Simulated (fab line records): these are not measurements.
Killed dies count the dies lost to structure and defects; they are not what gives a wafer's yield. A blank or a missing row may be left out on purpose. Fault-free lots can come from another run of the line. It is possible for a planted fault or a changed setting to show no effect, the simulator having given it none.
A struck lot beside a sound one ; flow sky130 ; 25 out of 708 route steps
Sound: the wafers L255.2, L255.4, L255.6. Struck: wafer L269.4; the same lot's L269.2 was not struck, so it is left out; see the end for the cause.
Order at every step that has rows: each side's tool, ch and its chambers, its first start. Under that, the readings that differ: sound wafers ; struck wafers ; difference of the means ; sigmas: that difference in standard deviations of wafers without a fault.
alike: same words and numbers on both sides, and readings whose means sit less than 2 such deviations apart. not compared: any withheld reading, any reading some wafer has no value for, any bound like >300 that may hide the same value, and any number with overlapping values for which the record gives no deviation.
Wherever a step has rows on one side only, a row that says differs or no value, or a row with sigmas, the two part there. Numbers that have no deviation but don't overlap get no sigmas and don't part them. Lack of a reading on every wafer of one side parts them only where that side has two or more wafers.

first, 8 steps without rows for these wafers: SKY_FIELD_ISO_DEHYDRATE_05 (time 60 s); SKY_FIELD_ISO_HMDS_06 (prime time 60 s); SKY_FIELD_ISO_COAT_07 (resist thk 60 nm); SKY_FIELD_ISO_COAT_08 (resist thk 450 nm); SKY_FIELD_ISO_SOFTBAKE_09 (time 90 s); SKY_FIELD_ISO_EXPOSE_10 (exposes mask FOM, target cd 150 nm); SKY_FIELD_ISO_PEB_11; SKY_FIELD_ISO_DEVELOP_12 (develop time 60 s).
SKY_FIELD_ISO_CD_MEAS_13 targets a cd of 150 nm.
  sound on cd-sem-01, day 2 03:59; struck on cd-sem-01, day 5 06:47
  alike: cd-nm
SKY_FIELD_ISO_ETCH_14: etches BARC in N2/H2, stops on SiO2, time 45.9 s, target depth 60 nm.
  sound on rie-diel-01 ch 1,2, day 2 04:05; struck on rie-diel-02 ch 1, day 5 06:53
  alike: drypump-motor-current-A, oes-product-au, throttle-valve-pct
  not compared: rf-hours-counter-h
SKY_FIELD_ISO_ETCH_15: etches the open film in CHF3/O2, stops on Si, target depth 180 nm, time 72 s.
  sound on rie-diel-01 ch 1,2, day 2 04:08; struck on rie-diel-02 ch 1, day 5 06:55
reading;sound;struck;difference;sigmas
oes-product-au (a.u.);0.949 0.946 0.947;0.935;-0.012;-2
  alike: drypump-motor-current-A, throttle-valve-pct
  not compared: rf-hours-counter-h
SKY_FIELD_ISO_STRIP_16: strips in O2/N2.
  sound on plasma-asher-04 ch 0,1, day 2 04:11; struck on plasma-asher-01 ch 1, day 5 06:59
reading;sound;struck;difference;sigmas
oes-product-au (a.u.);0.364 0.379 0.373;0.387;+0.015;+3
strip-time-to-endpoint-s (s);3.45 3.51 3.47;3.63;+0.15;+4
  alike: drypump-motor-current-A
  not compared: rf-hours-counter-h
SKY_FIELD_ISO_ETCH_17: etches Si in HBr/Cl2/O2, target depth 342 nm, time 97.7 s.
  sound on rie-si-01 ch 0,1,2, day 2 04:17; struck on rie-si-02 ch 3, day 5 07:05
reading;sound;struck;difference;sigmas
oes-product-au (a.u.);0.998 0.977 0.973;1.232;+0.249;+18
throttle-valve-pct (%);25.666 25.665 25.669;25.502;-0.165;-13
model.FIELD_ISO.feature-depth-nm (nm);340.1 327.4 327.1;468.8;+137.3;
model.etch.depth-nm (nm);340.1 327.4 327.1;468.8;+137.3;
model.Si3N4_of_FIELD_ISO_CVD_03.thk-nm (nm);149.2 150.6 150.5;140.7;-9.4;
  alike: drypump-motor-current-A, mfc-cl2-sccm
  not compared: rf-hours-counter-h
then, 5 steps without rows for these wafers: SKY_FIELD_ISO_WET_ETCH_18 (etches Si3N4 in H3PO4, target depth 25 nm, time 286 s); SKY_FIELD_ISO_CLEAN_19 (cleans in SC1/SC2, time 150 s); SKY_FIELD_ISO_CLEAN_20 (cleans in dHF, time 20 s); SKY_FIELD_ISO_WET_ETCH_21 (etches SiO2 in dHF, target depth 20 nm, time 400 s); SKY_FIELD_ISO_OXIDATION_22 (stabilise 600 s, purge 300 s, target thk 10 nm).
SKY_FIELD_ISO_THK_MEAS_23:
  sound on film-metro-04, day 2 07:15; struck on film-metro-03, day 5 08:37
  alike: FIELD_ISO_OXIDATION_01_THK
then, 1 step without rows for these wafers: SKY_FIELD_ISO_CVD_24 (deposits SiO2, target thk 595 nm, time 99.2 s).
SKY_FIELD_ISO_THK_MEAS_25:
  sound on film-metro-04, day 2 07:23; struck on film-metro-04, day 5 08:44
  alike: FIELD_ISO_CVD_24_THK
then, 1 step without rows for these wafers: SKY_FIELD_ISO_ANNEAL_26 (time 1800 s).
SKY_FIELD_ISO_CMP_27: polishes, stops on Si3N4, t overpolish 16 s, target thk 457.8 nm.
  sound on cmp-01 ch 0,2,3, day 2 09:14; struck on cmp-01 ch 0, day 5 10:17
  alike: motor-current-A, overpolish-run-s, time-to-endpoint-s
SKY_FIELD_ISO_WET_ETCH_28: etches SiO2 in dHF, target depth 23.7 nm, time 47 s.
  sound on wet-bench-04 ch 3, day 2 09:26; struck on wet-bench-02 ch 0, day 5 10:35
reading;sound;struck;difference;sigmas
model.Si3N4_of_FIELD_ISO_CVD_03.thk-nm (nm);118.2 119.7 119.4;109.4;-9.7;
then, 1 step without rows for these wafers: SKY_FIELD_ISO_WET_ETCH_29 (etches Si3N4 in H3PO4, target depth 160 nm, time 1825 s).

WHERE THEY PART
First at SKY_FIELD_ISO_ETCH_15; last, within this record, at SKY_FIELD_ISO_ETCH_17. Later steps at which nothing parts them and some readings are alike: SKY_FIELD_ISO_THK_MEAS_23, SKY_FIELD_ISO_THK_MEAS_25, SKY_FIELD_ISO_CMP_27.

WHY: what had been put in by the simulator
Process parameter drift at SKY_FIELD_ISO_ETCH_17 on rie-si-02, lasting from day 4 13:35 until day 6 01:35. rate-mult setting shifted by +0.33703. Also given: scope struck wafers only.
